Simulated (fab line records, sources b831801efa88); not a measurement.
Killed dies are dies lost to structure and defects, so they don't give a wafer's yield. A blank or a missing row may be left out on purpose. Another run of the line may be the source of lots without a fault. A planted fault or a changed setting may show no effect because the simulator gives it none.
A lot that was struck, set against a sound lot / flow sky130 / 16 out of 708 route steps
Sound: wafers L217.1, L217.4, L217.6. Wafers L231.2, L231.3, L231.4 were the ones struck. The cause is named last.
Order at every step that has rows: each side's tool, ch and its chambers, its first start. Under that, the readings that differ: sound wafers / struck wafers / difference of the means / sigmas: that difference in standard deviations of wafers without a fault.
alike: a reading whose means differ by less than 2 such deviations, as well as words and numbers matching on both sides. not compared: withheld readings; readings where some wafer has no value; bounds like >300 that might hide an equal value; numbers whose values overlap and for which the record gives no deviation.
A row with sigmas, a row that says differs or no value, or rows on one side alone: a step with any of these is where the two part. When numbers do not overlap yet have no deviation, they are printed without sigmas and do not part them. A reading missing from all wafers of one side parts the sides only when that side holds two or more wafers.

SKY_VIA2_BOW_MEAS_03:
  sound on film metro-01 at day 34 23:11; struck on film metro-03 at day 39 11:26
  alike: VIA2_BOW
then, 8 steps without rows for these wafers: SKY_VIA2_DEHYDRATE_04 (time 60 s); SKY_VIA2_HMDS_05 (prime time 60 s); SKY_VIA2_COAT_06 (resist thk 60 nm); SKY_VIA2_COAT_07 (resist thk 450 nm); SKY_VIA2_SOFTBAKE_08 (time 90 s); SKY_VIA2_EXPOSE_09 (exposes mask VIM2, target cd 200 nm); SKY_VIA2_PEB_10; SKY_VIA2_DEVELOP_11 (develop time 60 s).
SKY_VIA2_CD_MEAS_12: target cd 200 nm.
  sound on cd sem-02 at day 36 01:51; struck on cd sem-02 at day 40 11:53
  alike: cd nm
SKY_VIA2_OVL_MEAS_13:
  sound on overlay-02 at day 36 01:58; struck on overlay-02 at day 40 12:00
  alike: VIA2_OVL
SKY_VIA2_ETCH_14: etches BARC in N2/H2, stops on SiO2, time 45.9 s, target depth 60 nm.
  sound on rie diel-04 ch 0,1, day 36 02:01; struck on rie diel-03 ch 1,2,3, day 40 12:02
  alike: bias w, chamber pressure mTorr, drypump motor current A, oes product au, throttle valve pct
  not compared: rf hours counter h
SKY_VIA2_ETCH_15: etches SiO2 in C4F8/O2/Ar, stops on TiN, target depth 546 nm, time 84 s.
  sound on rie diel-04 ch 0,1, day 36 02:03; struck on rie diel-03 ch 1,2,3, day 40 12:04
  no value came back on the struck wafers for bias w (W), chamber pressure mTorr (mTorr), oes product au (a.u.), time s (s); on the sound wafers bias w (W) reads 1201 1197 1200
reading=model.KrF-thick_of_VIA2_COAT_07.thk nm (nm); sound=284.3 287.2 287.8; struck=392.7 393.1 392.4; difference=+106.3; sigmas=
  not compared: rf hours counter h, model.VIA2.cd nm
SKY_VIA2_STRIP_16: strips in O2/N2.
  sound on plasma asher-02 ch 0, day 36 02:07; struck on plasma asher-02 ch 0,1, day 40 12:08
reading=oes product au (a.u.); sound=0.404 0.402 0.405; struck=0.445 0.446 0.448; difference=+0.043; sigmas=+8
reading=strip time to endpoint s (s); sound=4.05 4.09 4.11; struck=5.20 5.19 5.19; difference=+1.11; sigmas=+34
  alike: drypump motor current A
  not compared: rf hours counter h
then, 1 step without rows for these wafers: SKY_VIA2_STRIP_17 (strips in post etch residue remover, time 1200 s).
-- the record jumps here: 9 days lie between the struck wafers' starts before and after (it left off in module VIA2 and takes up again in module PAD_OPEN, whose first step shown is number 708 of the route) --
SKY_PAD_OPEN_PROBE_99:
  record: rows for the struck wafers here (prober-02, day 49 00:29), none for the sound ones

== WHERE THEY PART ==
Earliest at SKY_VIA2_ETCH_15; latest, in this record, at SKY_PAD_OPEN_PROBE_99.

WHY: the cause the simulator had injected
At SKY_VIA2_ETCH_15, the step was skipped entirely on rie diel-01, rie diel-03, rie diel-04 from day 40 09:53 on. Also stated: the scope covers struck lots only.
